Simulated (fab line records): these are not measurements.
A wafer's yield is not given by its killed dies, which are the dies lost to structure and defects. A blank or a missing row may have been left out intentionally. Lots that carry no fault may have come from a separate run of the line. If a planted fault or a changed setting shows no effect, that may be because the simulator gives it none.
fab line records -- flow sky130
record lots=6, wafers=18, last_day=50
route steps=708 shown RES_XHIGH@339 SD_N@342 SD_P@359 PAD_OPEN@708
lots untouched by any fault: they come from a run of this same line in which no faults occurred
start_h: hours from the record's opening day to when the first of the lot's shown wafers began -- wait_h: hours elapsed since this lot's preceding step -- " same as the row above -- L1.1+2: a row that stands for several wafers -- - no value, or no start given -- * or withheld: withheld -- < > ~ a bound
route shown NAME@n: NAME is a module with steps in the file, n the number in the route of the first one -- usual: the fault-free wafers' mean and standard deviation -- same: alike in all rows -- chamber/n: place in a boat -- sites: per-site readings -- _std_site: their standard deviation -- _edge_site: inner sites' mean taken away from outer sites' mean -- radius_mm: for every site, how far away it sits from the centre of the wafer -- mask NAME#n: copy n -- behind: the most recent tool/chamber to have shaped the wafer -- hold: cause of the lot's hold/its duration in hours/its outcome -- device: transistor that didn't switch, given as n, p or np -- end of line: the same wafers' tests at the end of the route -- a step with no rows: only its recipe -- killed: the dies lost at the first sort to structure and to defects; this is not the yield of the wafer -- map: the dies of a wafer, with x for killed, . for not killed, _ for no die there
set.NAME: the setting the step ran with; set.NAME@STEP: the setting that earlier step ran with -- model.NAME: the simulator's own value behind a step, which no gauge read
lots at some steps of the route; a table a step, a row a wafer
services: from which hour (start_h, from the record's first day; less than 0 if before it) a tool's chamber was out of use, for how many hours, and why
## steps
# step SKY_RES_XHIGH_IMPLANT_07
# recipe species=BF2, energy_kev=20, dose_cm2=3.6e+14, tilt_deg=0
# step SKY_RES_XHIGH_STRIP_08
# recipe chemistry=O2/N2, power_w=1400, pressure_mtorr=1500, platen_temp_c=withheld, o2_flow_sccm=3000, n2_flow_sccm=300, overash_fraction=0.5
# usual drypump_motor_current_A=5.7/0.32, oes_product_au=0.711/0.0045, strip_time_to_endpoint_s=14.26/0.035
lot.wafer,tool,chamber,start_h,wait_h,drypump_motor_current_A,oes_product_au,rf_hours_counter_h,strip_time_to_endpoint_s
L564.1,plasma_asher-04,0,637.08,0.1,5.7,0.712,19,14.27
L564.2,plasma_asher-04,1,637.08,0.1,5.7,0.704,19,14.27
L564.5,plasma_asher-04,1,637.08,0.1,5.7,0.708,-,14.30
L565.2,plasma_asher-03,1,640.93,0.1,5.2,0.703,85,14.26
L565.3,plasma_asher-03,1,640.93,0.1,5.2,0.715,-,14.24
L565.6,plasma_asher-03,0,640.93,0.1,6.2,0.713,-,14.23
L563.3,plasma_asher-04,1,642.07,0.1,5.7,0.711,-,14.26
L563.5,plasma_asher-04,1,642.07,0.1,5.7,0.712,-,14.25
L563.6,plasma_asher-04,0,642.07,0.1,5.7,0.715,-,14.25
L576.2,plasma_asher-04,1,718.44,0.1,5.8,0.715,28,14.20
L576.3,plasma_asher-04,1,718.44,0.1,5.7,0.709,-,14.24
L576.5,plasma_asher-04,0,718.44,0.1,5.7,0.718,-,14.19
L582.3,plasma_asher-04,0,781.72,0.1,5.7,0.708,-,14.22
L582.4,plasma_asher-04,1,781.72,0.1,5.7,0.711,-,14.23
L582.5,plasma_asher-04,1,781.72,0.1,5.7,0.709,-,14.27
L585.1,plasma_asher-03,0,798.88,0.1,6.2,0.707,102,14.33
L585.2,plasma_asher-03,1,798.88,0.1,5.1,0.706,102,14.32
L585.4,plasma_asher-03,0,798.88,0.1,6.2,0.713,-,14.25
# step SKY_RES_XHIGH_TW_MEAS_09
# usual RES_XHIGH_TW=1659/7.3
lot.wafer,tool,chamber,start_h,wait_h,RES_XHIGH_TW
L564.1,film_metro-01,-,637.18,0.1,1660
L564.2,film_metro-01,-,637.18,0.1,1661
L564.5,film_metro-01,-,637.18,0.1,1657
L565.2,film_metro-03,-,641.04,0.1,1646
L565.3,film_metro-03,-,641.04,0.1,1645
L565.6,film_metro-03,-,641.04,0.1,1646
L563.3,film_metro-04,-,642.15,0.1,1662
L563.5,film_metro-04,-,642.15,0.1,1649
L563.6,film_metro-04,-,642.15,0.1,1656
L576.2,film_metro-04,-,718.55,0.1,1656
L576.3,film_metro-04,-,718.55,0.1,1652
L576.5,film_metro-04,-,718.55,0.1,1648
L582.3,film_metro-01,-,781.80,0.1,1662
L582.4,film_metro-01,-,781.80,0.1,1660
L582.5,film_metro-01,-,781.80,0.1,1653
L585.1,film_metro-01,-,798.98,0.1,1644
L585.2,film_metro-01,-,798.98,0.1,1646
L585.4,film_metro-01,-,798.98,0.1,1646
# step SKY_SD_N_DEHYDRATE_00
# recipe temp_c=200, time_s=60
# step SKY_SD_N_HMDS_01
# recipe prime_time_s=60, prime_temp_c=120
# step SKY_SD_N_COAT_02
# recipe resist=NOVOLAK, spin_rpm=3000, resist_thk_nm=1140
# step SKY_SD_N_SOFTBAKE_03
# recipe temp_c=90, time_s=60, resist=NOVOLAK
# step SKY_SD_N_EXPOSE_04
# recipe mask_id=NSDM, na=0.6, source_shape=conventional, sigma_outer=0.6, polarization=unpolarized, target_cd_nm=380, dose_mj=141
# step SKY_SD_N_PEB_05
# recipe temp_c=withheld, time_s=*, resist=NOVOLAK
# step SKY_SD_N_DEVELOP_06
# recipe resist=NOVOLAK, developer=TMAH, develop_time_s=60, dev_temp_c=23
# step SKY_SD_N_CD_MEAS_07
# recipe target_cd_nm=380
# usual cd_nm=380.0/2.5
lot.wafer,tool,chamber,start_h,wait_h,cd_nm
L564.1,cd_sem-02,-,666.28,0.1,385.0
L564.2,cd_sem-02,-,666.28,0.1,381.7
L564.5,cd_sem-02,-,666.28,0.1,380.8
L565.2,cd_sem-02,-,668.45,0.1,378.5
L565.3,cd_sem-02,-,668.45,0.1,379.2
L565.6,cd_sem-02,-,668.45,0.1,379.9
L563.3,cd_sem-02,-,670.32,0.1,382.3
L563.5,cd_sem-02,-,670.32,0.1,383.4
L563.6,cd_sem-02,-,670.32,0.1,380.6
L576.2,cd_sem-01,-,745.44,0.1,378.5
L576.3,cd_sem-01,-,745.44,0.1,378.6
L576.5,cd_sem-01,-,745.44,0.1,376.9
L582.3,cd_sem-01,-,808.01,0.1,380.5
L582.4,cd_sem-01,-,808.01,0.1,381.1
L582.5,cd_sem-01,-,808.01,0.1,380.2
L585.1,cd_sem-02,-,824.27,0.1,374.4
L585.2,cd_sem-02,-,824.27,0.1,377.1
L585.4,cd_sem-02,-,824.27,0.1,375.7
# step SKY_SD_N_OVL_MEAS_08
# usual SD_N_OVL=1.8/1.4
lot.wafer,tool,chamber,start_h,wait_h,SD_N_OVL[nm]
L564.1,overlay-01,-,666.40,0.1,0.7
L564.2,overlay-01,-,666.40,0.1,1.3
L564.5,overlay-01,-,666.40,0.1,1.0
L565.2,overlay-01,-,668.56,0.1,2.0
L565.3,overlay-01,-,668.56,0.1,1.9
L565.6,overlay-01,-,668.56,0.1,2.4
L563.3,overlay-01,-,670.41,0.1,1.2
L563.5,overlay-01,-,670.41,0.1,1.5
L563.6,overlay-01,-,670.41,0.1,1.2
L576.2,overlay-02,-,745.55,0.1,1.1
L576.3,overlay-02,-,745.55,0.1,2.2
L576.5,overlay-02,-,745.55,0.1,1.3
L582.3,overlay-02,-,808.11,0.1,3.2
L582.4,overlay-02,-,808.11,0.1,3.4
L582.5,overlay-02,-,808.11,0.1,1.9
L585.1,overlay-02,-,824.39,0.1,3.4
L585.2,overlay-02,-,824.39,0.1,2.7
L585.4,overlay-02,-,824.39,0.1,2.0
# step SKY_SD_N_IMPLANT_09
# recipe species=As, energy_kev=50, dose_cm2=4e+15, tilt_deg=0
# usual beam_on_s=19.1/1.3, dose_ions_cm2=3.998e+15/3.9e+12, end_station_pressure_torr=1.27e-05/1e-06, faraday_current_uA=11536/820
lot.wafer,tool,chamber,start_h,wait_h,beam_on_s,dose_ions_cm2,end_station_pressure_torr,faraday_current_uA
L564.1,implanter-03,0,666.44,0.0,19.8,3.999e+15,1.25e-05,11062
L564.2,implanter-03,0,666.44,0.0,20.2,3.999e+15,1.25e-05,10897
L564.5,implanter-03,0,666.44,0.0,20.0,4.005e+15,1.14e-05,11031
L565.2,implanter-03,0,668.61,0.0,10.0,4.59e+14,6.6e-06,2615
L565.3,implanter-03,0,668.61,0.0,9.9,4.62e+14,6.6e-06,2592
L565.6,implanter-03,0,668.61,0.0,10.3,4.66e+14,7.2e-06,2510
L563.3,implanter-03,0,670.49,0.1,10.0,4.66e+14,7.1e-06,2602
L563.5,implanter-03,0,670.49,0.1,10.1,4.58e+14,6.6e-06,2562
L563.6,implanter-03,0,670.49,0.1,10.4,4.59e+14,7.5e-06,2483
L576.2,implanter-02,0,745.61,0.0,16.4,3.993e+15,1.34e-05,13335
L576.3,implanter-02,0,745.61,0.0,17.2,3.991e+15,1.47e-05,12639
L576.5,implanter-02,0,745.61,0.0,15.9,3.996e+15,1.4e-05,13657
L582.3,implanter-01,0,808.18,0.1,18.8,3.994e+15,1.31e-05,11722
L582.4,implanter-01,0,808.18,0.1,19.6,3.995e+15,1.21e-05,11196
L582.5,implanter-01,0,808.18,0.1,18.9,3.998e+15,1.22e-05,11607
L585.1,implanter-01,0,824.43,0.0,19.4,4.003e+15,1.3e-05,11398
L585.2,implanter-01,0,824.43,0.0,19.8,4.005e+15,1.23e-05,11087
L585.4,implanter-01,0,824.43,0.0,19.3,4.001e+15,1.19e-05,11365
# step SKY_SD_N_IMPLANT_10
# recipe species=P, energy_kev=20, dose_cm2=1e+14, tilt_deg=0
# step SKY_SD_N_STRIP_11
# recipe chemistry=O2/N2, power_w=1400, pressure_mtorr=1500, platen_temp_c=withheld, o2_flow_sccm=3000, n2_flow_sccm=300, overash_fraction=0.5
# usual drypump_motor_current_A=5.7/0.41, oes_product_au=0.527/0.0045, strip_time_to_endpoint_s=22.54/0.037
lot.wafer,tool,chamber,start_h,wait_h,drypump_motor_current_A,oes_product_au,rf_hours_counter_h,strip_time_to_endpoint_s
L564.1,plasma_asher-02,0,666.74,0.1,5.3,0.534,56,22.54
L564.2,plasma_asher-02,1,666.74,0.1,6.1,0.526,56,22.53
L564.5,plasma_asher-02,0,666.74,0.1,5.3,0.523,-,22.55
L565.2,plasma_asher-03,0,668.89,0.1,6.2,0.646,88,15.92
L565.3,plasma_asher-03,0,668.89,0.1,6.2,0.641,-,15.90
L565.6,plasma_asher-03,0,668.89,0.1,6.2,0.642,-,15.98
L563.3,plasma_asher-01,0,670.77,0.1,5.7,0.648,-,16.01
L563.5,plasma_asher-01,0,670.77,0.1,5.7,0.651,-,15.90
L563.6,plasma_asher-01,1,670.77,0.1,5.9,0.651,-,15.94
L576.2,plasma_asher-03,1,745.88,0.1,5.2,0.526,97,22.51
L576.3,plasma_asher-03,0,745.88,0.1,6.2,0.528,-,22.55
L576.5,plasma_asher-03,1,745.88,0.1,5.2,0.523,-,22.52
L582.3,plasma_asher-03,1,808.46,0.1,5.2,0.524,-,22.52
L582.4,plasma_asher-03,0,808.46,0.1,6.2,0.525,-,22.53
L582.5,plasma_asher-03,1,808.46,0.1,5.2,0.525,-,22.52
L585.1,plasma_asher-02,0,824.73,0.1,5.3,0.535,68,22.48
L585.2,plasma_asher-02,1,824.73,0.1,6.1,0.527,68,22.51
L585.4,plasma_asher-02,1,824.73,0.1,6.1,0.528,-,22.50
# step SKY_SD_N_TW_MEAS_12
# usual SD_N_TW=4035/22
lot.wafer,tool,chamber,start_h,wait_h,SD_N_TW
L564.1,film_metro-03,-,666.84,0.1,4005
L564.2,film_metro-03,-,666.84,0.1,4013
L564.5,film_metro-03,-,666.84,0.1,4010
L565.2,film_metro-04,-,669.00,0.1,3376
L565.3,film_metro-04,-,669.00,0.1,3394
L565.6,film_metro-04,-,669.00,0.1,3414
L563.3,film_metro-04,-,670.86,0.1,3414
L563.5,film_metro-04,-,670.86,0.1,3415
L563.6,film_metro-04,-,670.86,0.1,3406
L576.2,film_metro-03,-,745.99,0.1,4033
L576.3,film_metro-03,-,745.99,0.1,4027
L576.5,film_metro-03,-,745.99,0.1,4043
L582.3,film_metro-01,-,808.55,0.1,4028
L582.4,film_metro-01,-,808.55,0.1,4045
L582.5,film_metro-01,-,808.55,0.1,4029
L585.1,film_metro-01,-,824.83,0.1,4001
L585.2,film_metro-01,-,824.83,0.1,4027
L585.4,film_metro-01,-,824.83,0.1,3995
# step SKY_SD_N_CLEAN_13
# recipe chemistry=SC1/SC2, mix=1:4:20, temp_c=70, time_s=150, dry=n2_spin
# step SKY_SD_N_RTA_14
# recipe temp_c=1075, time_s=2, idle_temp_c=650, ramp_up_c_per_s=150, ramp_down_c_per_s=90, ambient=N2
# usual anneal_temp_c_max=1080.7/1.2, chamber_o2_ppm=2.001/0.022, lamp_power_pct=15.73/0.046, wafer_temp_C_max=1078.1/1.3
lot.wafer,tool,chamber,start_h,wait_h,anneal_temp_c_max,chamber_o2_ppm,lamp_power_pct,wafer_temp_C_max
L564.1,rtp_anneal-01,0,666.95,0.0,1080.6,2.006,15.71,1077.6
L564.2,rtp_anneal-01,0,666.95,0.0,1080.3,1.976,15.72,1076.9
L564.5,rtp_anneal-01,0,666.95,0.0,1081.7,2.015,15.75,1079.4
L565.2,rtp_anneal-02,0,669.11,0.0,1079.4,1.986,15.73,1077.8
L565.3,rtp_anneal-02,0,669.11,0.0,1080.0,1.986,15.74,1077.6
L565.6,rtp_anneal-02,0,669.11,0.0,1080.1,1.969,15.78,1076.5
L563.3,rtp_anneal-01,0,670.97,0.0,1081.4,2.012,15.71,1078.1
L563.5,rtp_anneal-01,0,670.97,0.0,1080.4,2.019,15.70,1076.8
L563.6,rtp_anneal-01,0,670.97,0.0,1082.1,2.041,15.73,1075.5
L576.2,rtp_anneal-02,0,746.10,0.0,1079.9,2.026,15.72,1077.9
L576.3,rtp_anneal-02,0,746.10,0.0,1080.5,2.061,15.67,1077.7
L576.5,rtp_anneal-02,0,746.10,0.0,1080.2,2.006,15.72,1079.3
L582.3,rtp_anneal-02,0,808.66,0.0,1079.1,2.014,15.73,1077.7
L582.4,rtp_anneal-02,0,808.66,0.0,1078.8,1.978,15.76,1079.0
L582.5,rtp_anneal-02,0,808.66,0.0,1080.6,2.016,15.79,1077.9
L585.1,rtp_anneal-02,0,824.94,0.0,1080.9,1.991,15.72,1076.0
L585.2,rtp_anneal-02,0,824.94,0.0,1080.1,2.025,15.70,1077.3
L585.4,rtp_anneal-02,0,824.94,0.0,1080.2,1.978,15.73,1080.8
# step SKY_SD_N_RS_MEAS_16
# recipe thk_meas_gauge=four-point-probe
# usual SD_N_RS=68.59/0.12
lot.wafer,tool,chamber,start_h,wait_h,SD_N_RS[ohm/sq]
L564.1,film_metro-03,-,667.13,0.1,68.54
L564.2,film_metro-03,-,667.13,0.1,68.45
L564.5,film_metro-03,-,667.13,0.1,68.57
L565.2,film_metro-04,-,669.30,0.1,169.46
L565.3,film_metro-04,-,669.30,0.1,169.37
L565.6,film_metro-04,-,669.30,0.1,165.80
L563.3,film_metro-03,-,671.16,0.1,166.11
L563.5,film_metro-03,-,671.16,0.1,169.57
L563.6,film_metro-03,-,671.16,0.1,169.45
L576.2,film_metro-04,-,746.28,0.1,68.39
L576.3,film_metro-04,-,746.28,0.1,68.55
L576.5,film_metro-04,-,746.28,0.1,68.44
L582.3,film_metro-03,-,808.85,0.1,68.72
L582.4,film_metro-03,-,808.85,0.1,68.58
L582.5,film_metro-03,-,808.85,0.1,68.66
L585.1,film_metro-04,-,825.11,0.1,68.71
L585.2,film_metro-04,-,825.11,0.1,68.42
L585.4,film_metro-04,-,825.11,0.1,68.54
# step SKY_SD_N_RS_MEAS_17
# recipe thk_meas_gauge=four-point-probe
# usual SD_P_RS=147.2/0.4
lot.wafer,tool,chamber,start_h,wait_h,SD_P_RS[ohm/sq]
L564.1,film_metro-03,-,667.25,0.1,146.9
L564.2,film_metro-03,-,667.25,0.1,146.9
L564.5,film_metro-03,-,667.25,0.1,147.2
L565.2,film_metro-04,-,669.42,0.1,146.9
L565.3,film_metro-04,-,669.42,0.1,146.9
L565.6,film_metro-04,-,669.42,0.1,147.0
L563.3,film_metro-03,-,671.28,0.1,147.0
L563.5,film_metro-03,-,671.28,0.1,147.1
L563.6,film_metro-03,-,671.28,0.1,146.9
L576.2,film_metro-04,-,746.40,0.1,146.8
L576.3,film_metro-04,-,746.40,0.1,147.2
L576.5,film_metro-04,-,746.40,0.1,146.4
L582.3,film_metro-03,-,808.97,0.1,147.6
L582.4,film_metro-03,-,808.97,0.1,147.2
L582.5,film_metro-03,-,808.97,0.1,148.0
L585.1,film_metro-04,-,825.23,0.1,146.8
L585.2,film_metro-04,-,825.23,0.1,146.8
L585.4,film_metro-04,-,825.23,0.1,147.0
# step SKY_PAD_OPEN_PROBE_99
# usual killed_at_M0_to_M3=44/7.2, killed_at_M4_up=3.1/1.7, killed_at_contacts=25/5.1, killed_at_front_end=14/4.6, killed_at_other=0.3/0.59, killed_dies=86/9.6, killed_open=47/7.4, killed_short=39/6
# same gross_dies=492, killed_at_back_side=0
lot.wafer,tool,chamber,start_h,wait_h,killed_at_M0_to_M3,killed_at_M4_up,killed_at_contacts,killed_at_front_end,killed_at_other,killed_dies,killed_open,killed_short,model.etest.nfet_g5v0d10v5.r_on_ohm_um,model.etest.nfet_16v.r_on_ohm_um,model.etest.res_ndiff.line_ohm_um,model.etest.sonos_uncharged.r_on_ohm_um,model.etest.licon_ndiff.rc_ohm,model.etest.nfet_01v8.r_on_ohm_um,model.etest.res_ndiff_hv.rs_ohm_sq,model.etest.res_ndiff.rs_ohm_sq
L564.1,prober-02,-,1086.87,0.1,43,2,28,16,0,89,49,40,1883,1.445e+04,765.5,807.5,190.1,836.8,115.3,122.7
L564.2,prober-02,-,1086.92,0.1,27,2,27,19,0,75,37,38,1917,1.457e+04,766.3,796,180,818.5,116,123.2
L564.5,prober-02,-,1087.07,0.2,39,6,25,17,0,87,53,34,1899,1.444e+04,764.6,801.1,179.1,831.6,116.1,122.2
L565.2,prober-01,-,1087.26,0.1,46,3,27,17,0,93,45,48,2576,1.478e+04,1296,1311,491.4,1066,213.1,204.2
L565.3,prober-01,-,1087.31,0.2,36,5,24,20,1,86,50,36,2546,1.471e+04,1296,1311,485.2,1088,214.1,204.3
L565.6,prober-01,-,1087.46,0.2,38,3,19,11,1,72,45,27,2480,1.469e+04,1290,1291,477,1047,210.4,202.1
L563.3,prober-02,-,1088.47,0.2,56,4,21,10,0,91,51,40,2585,1.498e+04,1301,1345,472.6,1075,210.4,203.3
L563.5,prober-02,-,1088.57,0.2,47,3,32,14,0,96,49,47,2661,1.504e+04,1296,1380,493.1,1102,213.9,201.2
L563.6,prober-02,-,1088.62,0.2,47,4,22,12,0,85,46,39,2619,1.51e+04,1321,1347,488.7,1078,213.3,203.7
L576.2,prober-02,-,1143.61,0.1,45,0,16,15,0,76,40,36,1853,1.409e+04,767.4,782.4,190,815.5,114.9,121.1
L576.3,prober-02,-,1143.66,0.2,43,6,37,11,1,98,57,41,1885,1.425e+04,771.7,785,182.2,814.6,116,121.4
L576.5,prober-02,-,1143.76,0.2,43,6,26,14,0,89,49,40,1891,1.412e+04,775.2,800,186.4,827,115.8,120.9
L582.3,prober-02,-,1183.10,0.2,41,6,34,18,0,99,56,43,1883,1.424e+04,756.2,805.8,183.6,886.7,112.9,119.9
L582.4,prober-02,-,1183.15,0.2,42,5,26,15,0,88,52,36,1904,1.422e+04,785.3,831.4,181,868,113.9,119.4
L582.5,prober-02,-,1183.20,0.2,51,6,22,15,0,94,49,45,1873,1.409e+04,768.2,798.5,179,862.4,113,119.3
L585.1,prober-02,-,1195.45,0.1,42,4,34,16,1,97,51,46,1885,1.409e+04,771.1,813.7,182.9,847.4,116.7,123
L585.2,prober-02,-,1195.50,0.1,38,5,19,15,0,77,37,40,1892,1.425e+04,786.6,813.6,183.2,833.1,116.5,122
L585.4,prober-02,-,1195.60,0.2,39,4,21,19,0,83,42,41,1889,1.42e+04,774.8,801.7,174.8,841.4,116.5,123.6
# killed by level:class
L564.1 LI_CONTACT:geometric_particle:open=8 VIA2:geometric_particle:open=7 VIA3:geometric_particle:open=7 POLY_GATE:geometric_particle:open=6 CONTACT:geometric_particle:open=6 FIELD_ISO:geometric_particle:open=5 CONTACT:geometric_particle:short=5 METAL1:geometric_particle:short=5
L564.2 CONTACT:geometric_particle:open=8 LI_CONTACT:geometric_particle:open=7 CONTACT:geometric_particle:short=7 VIA1:geometric_particle:open=6 FIELD_ISO:geometric_particle:open=5 POLY_GATE:geometric_particle:open=5 METAL1:geometric_particle:short=5 LOCAL_INTERCONNECT:geometric_particle:short=4
L564.5 CONTACT:geometric_particle:open=12 VIA1:geometric_particle:open=11 VIA3:geometric_particle:open=9 POLY_GATE:geometric_particle:short=6 LI_CONTACT:geometric_particle:open=6 METAL4:geometric_particle:short=5 VIA1:geometric_particle:short=5 FIELD_ISO:geometric_particle:short=4
L565.2 VIA1:geometric_particle:open=11 FIELD_ISO:geometric_particle:open=7 METAL1:geometric_particle:short=7 VIA3:geometric_particle:open=6 LOCAL_INTERCONNECT:geometric_particle:short=6 CONTACT:geometric_particle:open=6 CONTACT:geometric_particle:short=5 LI_CONTACT:geometric_particle:open=5
L565.3 VIA1:geometric_particle:open=12 POLY_GATE:geometric_particle:open=7 LI_CONTACT:geometric_particle:open=6 LOCAL_INTERCONNECT:geometric_particle:short=6 VIA3:geometric_particle:open=6 METAL1:geometric_particle:short=5 CONTACT:geometric_particle:short=5 CONTACT:geometric_particle:open=5
L565.6 VIA2:geometric_particle:open=9 CONTACT:geometric_particle:open=8 VIA1:geometric_particle:open=7 VIA2:geometric_particle:short=5 POLY_GATE:geometric_particle:open=4 LI_CONTACT:geometric_particle:open=4 VIA1:geometric_particle:short=4 FIELD_ISO:geometric_particle:short=3
L563.3 VIA1:geometric_particle:open=15 VIA2:geometric_particle:open=9 CONTACT:geometric_particle:open=8 METAL1:geometric_particle:short=8 METAL2:geometric_particle:short=8 VIA3:geometric_particle:open=6 LI_CONTACT:geometric_particle:open=4 POLY_GATE:geometric_particle:open=3
L563.5 CONTACT:geometric_particle:open=16 VIA1:geometric_particle:open=11 CONTACT:geometric_particle:short=9 METAL1:geometric_particle:short=7 VIA3:geometric_particle:open=7 LI_CONTACT:geometric_particle:open=6 METAL2:geometric_particle:short=5 FIELD_ISO:geometric_particle:short=4
L563.6 VIA1:geometric_particle:open=14 CONTACT:geometric_particle:open=10 VIA2:geometric_particle:open=8 METAL2:geometric_particle:short=8 CONTACT:geometric_particle:short=6 FIELD_ISO:geometric_particle:open=5 LI_CONTACT:geometric_particle:open=4 METAL1:geometric_particle:short=4
L576.2 VIA1:geometric_particle:open=13 METAL1:geometric_particle:short=6 VIA3:geometric_particle:open=6 FIELD_ISO:geometric_particle:short=5 CONTACT:geometric_particle:open=5 VIA3:geometric_particle:short=4 LI_CONTACT:geometric_particle:open=4 METAL2:geometric_particle:short=4
L576.3 CONTACT:geometric_particle:open=14 LI_CONTACT:geometric_particle:open=11 VIA1:geometric_particle:open=10 METAL1:geometric_particle:short=6 LOCAL_INTERCONNECT:geometric_particle:short=5 CONTACT:geometric_particle:short=5 VIA3:geometric_particle:open=5 FIELD_ISO:geometric_particle:open=4
L576.5 CONTACT:geometric_particle:open=14 VIA3:geometric_particle:open=11 VIA1:geometric_particle:open=9 FIELD_ISO:geometric_particle:short=5 METAL4:geometric_particle:short=5 LI_CONTACT:geometric_particle:open=4 CONTACT:geometric_particle:short=4 METAL1:geometric_particle:short=4
L582.3 CONTACT:geometric_particle:open=13 VIA1:geometric_particle:open=9 FIELD_ISO:geometric_particle:open=7 LI_CONTACT:geometric_particle:open=7 LOCAL_INTERCONNECT:geometric_particle:short=7 VIA3:geometric_particle:short=6 FIELD_ISO:geometric_particle:short=5 CONTACT:geometric_particle:short=5
L582.4 LI_CONTACT:geometric_particle:open=9 VIA1:geometric_particle:open=7 VIA2:geometric_particle:open=7 FIELD_ISO:geometric_particle:open=6 CONTACT:geometric_particle:short=5 METAL1:geometric_particle:open=5 METAL4:geometric_particle:short=5 METAL1:geometric_particle:short=4
L582.5 CONTACT:geometric_particle:open=13 VIA1:geometric_particle:open=12 VIA3:geometric_particle:open=7 FIELD_ISO:geometric_particle:short=6 METAL2:geometric_particle:short=6 VIA3:geometric_particle:short=6 CONTACT:geometric_particle:short=5 METAL1:geometric_particle:short=5
L585.1 CONTACT:geometric_particle:open=13 LI_CONTACT:geometric_particle:open=10 METAL1:geometric_particle:short=10 LOCAL_INTERCONNECT:geometric_particle:short=7 VIA3:geometric_particle:open=6 VIA1:geometric_particle:open=5 VIA2:geometric_particle:open=5 VIA2:geometric_particle:short=4
L585.2 LI_CONTACT:geometric_particle:open=9 VIA2:geometric_particle:open=8 VIA3:geometric_particle:short=7 POLY_GATE:geometric_particle:short=5 METAL2:geometric_particle:short=5 POLY_GATE:geometric_particle:open=4 CONTACT:geometric_particle:open=4 METAL1:geometric_particle:short=4
L585.4 LI_CONTACT:geometric_particle:open=11 METAL1:geometric_particle:short=8 VIA1:geometric_particle:open=8 POLY_GATE:geometric_particle:short=7 VIA1:geometric_particle:short=7 VIA2:geometric_particle:open=6 FIELD_ISO:geometric_particle:open=5 METAL4:geometric_particle:short=4
## services
tool,chamber,start_h,hours,kind
rtp_anneal-02,-,630.11,1.6,repair
implanter-02,-,632.79,5.1,pm
plasma_asher-01,-,639.65,21.7,repair
implanter-03,-,639.97,4.0,pm
implanter-02,-,650.68,10.6,pm
implanter-02,-,685.06,3.2,pm
plasma_asher-02,-,685.19,8.8,repair
plasma_asher-02,-,712.78,1.4,repair
plasma_asher-02,-,726.41,29.4,pm
plasma_asher-01,-,733.75,9.0,pm
plasma_asher-01,0,733.75,9.0,vent_cycle
plasma_asher-01,1,733.75,9.0,vent_cycle
plasma_asher-04,-,740.30,0.8,repair
plasma_asher-01,0,742.75,-,clean
plasma_asher-01,1,742.75,-,clean
## key
first_sign step=SKY_SD_N_IMPLANT_09, reading=dose_ions_cm2, direction=down, sigmas=99+, usual=*, struck=*
effect step=SKY_SD_N_IMPLANT_09, reading=faraday_current_uA, direction=down, sigmas=11, usual=11536, struck=2561
effect step=SKY_SD_N_STRIP_11, reading=strip_time_to_endpoint_s, direction=down, sigmas=99+, usual=*, struck=*
effect step=SKY_SD_N_TW_MEAS_12, reading=SD_N_TW, direction=down, sigmas=29, usual=4035, struck=3403
effect step=SKY_SD_N_RS_MEAS_16, reading=SD_N_RS, direction=up, sigmas=99+, usual=68.59, struck=168.29
model_effect step=SKY_PAD_OPEN_PROBE_99, value=etest.nfet_g5v0d10v5.r_on_ohm_um, without=1880, struck=2578
met_at SKY_SD_N_IMPLANT_09
struck_wafers L563.3,L563.5,L563.6,L565.2,L565.3,L565.6
tester_left_out L563,L565
onset_between 666.44 668.61
fault kind=process_parameter_drift, tool=implanter-03, chamber=-, onset_h=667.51, steps=SKY_SD_N_IMPLANT_09, channel=dose_cm2, offset=*, shape=step, end_h=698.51, acts_in=*, stated=*
# tester_left_out: of these lots the tester's yield and bins aren't shown, on N5 and GAA mostly nor the transistor test; their killed dies are dies lost to structure and defects alone, not to doping, threshold or leakage, so they don't give the yield
